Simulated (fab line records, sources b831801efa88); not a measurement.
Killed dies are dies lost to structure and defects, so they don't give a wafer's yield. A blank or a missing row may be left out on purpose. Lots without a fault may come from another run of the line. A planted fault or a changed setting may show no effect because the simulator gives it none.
Chamber matching | flow gf180mcu | GF_SAB_CVD_00 on pecvd-03: 3 sister chambers
The step deposits SiO2 from TEOS, target thk 50 nm, time 4.9302 s. 6 wafers are shown with their chamber, then 12 later ones without.

WAFERS WITH THEIR CHAMBER
wafer  | chamber | heater_power_w (W)
L086.5 | 2       | 651
L088.1 | 2       | 756
L088.5 | 1       | 720
L090.2 | 0       | 586
L090.3 | 1       | 709
L090.6 | 0       | 598

WAFERS WITHOUT THEIR CHAMBER
wafer  | heater_power_w (W)
L091.2 | 653
L091.3 | 714
L091.6 | 699
L092.1 | 737
L092.3 | 768
L092.4 | 697
L095.2 | 736
L095.4 | 655
L095.6 | 659
L096.2 | 688
L096.4 | 698
L096.6 | 757

WHICH CHAMBER EACH WENT THROUGH
wafer  | from the rows above          | in truth
L091.2 | can't be placed: 2 or 0 or 1 | 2
L091.3 | can't be placed: 1 or 2      | 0
L091.6 | can't be placed: 2 or 1      | 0
L092.1 | can't be placed: 1 or 2      | 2
L092.3 | can't be placed: 1 or 2      | 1
L092.4 | can't be placed: 2 or 1      | 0
L095.2 | can't be placed: 1 or 2      | 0
L095.4 | can't be placed: 2 or 1 or 0 | 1
L095.6 | can't be placed: 2 or 1 or 0 | 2
L096.2 | can't be placed: 2 or 1 or 0 | 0
L096.4 | can't be placed: 2 or 1      | 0
L096.6 | can't be placed: 1 or 2      | 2
Placed correctly: 0 of 12. Can't be placed from these rows: 12 (the true chamber is among the candidates in 7). Placed wrongly: 0.
How it was worked out, from the rows above alone: a wafer's distance from a chamber is the root of the sum, over the readings, of the square of ((its reading less the chamber's mean) divided by the reading's scatter). The wafer belongs to the nearest chamber; if the next one is less than 2 further off, it can't be placed. A chamber's mean is the mean of its shown wafers. The scatter: the root of (the sum of the squares of (reading less its chamber's mean) over the shown wafers, divided by (wafers less chambers)).
